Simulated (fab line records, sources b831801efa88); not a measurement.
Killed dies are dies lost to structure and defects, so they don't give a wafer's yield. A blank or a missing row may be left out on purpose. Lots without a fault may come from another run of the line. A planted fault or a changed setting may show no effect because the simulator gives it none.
A struck lot beside a sound one | flow sky130 | 14 steps out of a route of 708
Sound: wafers L744.2, L744.3, L744.4. Struck: wafers L735.3, L735.4, L735.5. The cause comes at the end.
At each step with rows: each side's tool, then ch and its chambers, then its first start. Under that, the readings that differ: sound wafers | struck wafers | difference of the means | sigmas: that difference in standard deviations of wafers without a fault.
alike: readings whose means differ by less than 2 such deviations, and words and numbers that are the same on both sides. not compared: withheld readings, readings that some wafer has no value for, bounds like >300 that may hide the same value, and numbers for which the record gives no deviation and whose values overlap.
The two part at a step that has a row with sigmas, a row that says differs or no value, or rows on one side only. Numbers that don't overlap but have no deviation are shown without sigmas and don't part them. A reading that every wafer of one side lacks parts them only if that side has two wafers or more.

SKY_VIA2_CD_MEAS_12: target cd 200 nm.
  sound on cd_sem-02, day 42 10:34; struck on cd_sem-01, day 40 06:11
  alike: cd_nm
SKY_VIA2_OVL_MEAS_13:
  sound on overlay-01, day 42 10:40; struck on overlay-01, day 40 06:17
  reading       | sound | struck   | difference | sigmas
  VIA2_OVL (nm) | 4 3 6 | -7 -8 -7 | -12        | -2
SKY_VIA2_ETCH_14: etches BARC in N2/H2, stops on SiO2, time 45.9 s, target depth 60 nm.
  sound on rie_diel-01 ch 2,3, day 42 10:41; struck on rie_diel-03 ch 2,3, day 40 06:18
  alike: drypump_motor_current_A, oes_product_au, throttle_valve_pct
  not compared: rf_hours_counter_h
SKY_VIA2_ETCH_15: etches SiO2 in C4F8/O2/Ar, stops on TiN, target depth 546 nm, time 84 s.
  sound on rie_diel-01 ch 2,3, day 42 10:44; struck on rie_diel-03 ch 2,3, day 40 06:20
  alike: oes_product_au
  not compared: rf_hours_counter_h
SKY_VIA2_STRIP_16: strips in O2/N2.
  sound on plasma_asher-04 ch 0,1, day 42 10:48; struck on plasma_asher-01 ch 0,1, day 40 06:26
  alike: drypump_motor_current_A, oes_product_au, strip_time_to_endpoint_s
  not compared: rf_hours_counter_h
then, 3 steps without rows for these wafers: SKY_VIA2_STRIP_17 (strips in post etch residue remover, time 1200 s); SKY_VIA2_CLEAN_18 (cleans in IPA, time 180 s); SKY_VIA2_CLEAN_19 (cleans in O3/DIW).
SKY_VIA2_SPUTTER_20: material TiN, target thk 20 nm, time 80 s.
  sound on pvd_sputter-01, day 42 11:28; struck on pvd_sputter-01, day 40 07:00
  alike: throttle_valve_pct
SKY_VIA2_CVD_21: deposits W, target thk 420 nm, time 126.4 s.
  sound on cvd_w-02 ch 0,1, day 42 11:31; struck on cvd_w-02 ch 0,1, day 40 07:06
  alike: heater_power_w
SKY_VIA2_RS_MEAS_22: measures by four-point-probe.
  sound on film_metro-01, day 42 11:40; struck on film_metro-01, day 40 07:14
  alike: VIA2_W_RS
SKY_VIA2_THK_MEAS_23: measures by xrf.
  sound on film_metro-01, day 42 11:47; struck on film_metro-01, day 40 07:20
  alike: VIA2_W_THK
SKY_VIA2_CMP_24: polishes, stops on SiO2, t overpolish 20 s, target thk 0 nm.
  sound on cmp-02 ch 1,2,3, day 42 11:50; struck on cmp-01 ch 0,3, day 40 07:22
  no value came back on the struck wafers for any of 7 readings (edge_zone_pressure_frac, head_pressure_psi (psi) and others); on the sound wafers edge_zone_pressure_frac reads 0.995 1.001 0.989
  reading                                  | sound           | struck          | difference | sigmas
  model.W_of_VIA2_CVD_21.thk_nm (nm)       | 0 0 0           | 389.4 405 402   | +398.8     |
  model.SiO2_of_VIA2_HDPCVD_00.thk_nm (nm) | 491 489.7 490.9 | 494.1 494 496.1 | +4.2       |
-- the record jumps here: 9 days lie between the struck wafers' starts before and after (it left off in module VIA2 and takes up again in module PAD_OPEN, whose first step shown is number 708 of the route) --
SKY_PAD_OPEN_PROBE_99:
  sound on prober-02, day 50 12:23; struck on prober-01, day 48 19:34
  reading                  | sound          | struck                                                               | difference                   | sigmas
  hold                     | - - -          | await_dispo/5.3h/scrap await_dispo/5.3h/scrap await_dispo/5.3h/scrap | no value on the sound wafers |
  defect_limited_yield (%) | 82.9 82.9 84.1 | 0 0 0                                                                | -83                          | -49
  killed_at_M0_to_M3       | 42 40 34       | 447 445 454                                                          | +410                         | +59
  killed_dies              | 84 84 78       | 492 492 492                                                          | +410                         | +49
  killed_on_rim            | 12 14 16       | 96 96 96                                                             | +82                          | +20
  sort_bin_3_pad_short (%) | 1.0 1.0 0.4    | 81.1 82.1 83.5                                                       | +81.4                        | +99 or more
  sort_n_pass              | 408 408 414    | 0 0 0                                                                | -410                         | -49
  sort_yield_pct (%)       | 82.9 82.9 84.1 | 0 0 0                                                                | -83                          | -49
  alike: killed_at_M4_up, killed_at_contacts, killed_at_front_end, killed_at_other, killed_open, killed_short, sort_bin_5_function, sort_bin_6_memory

WHERE THEY PART
First at SKY_VIA2_OVL_MEAS_13; last, within this record, at SKY_PAD_OPEN_PROBE_99.

WHY: what the simulator had put in
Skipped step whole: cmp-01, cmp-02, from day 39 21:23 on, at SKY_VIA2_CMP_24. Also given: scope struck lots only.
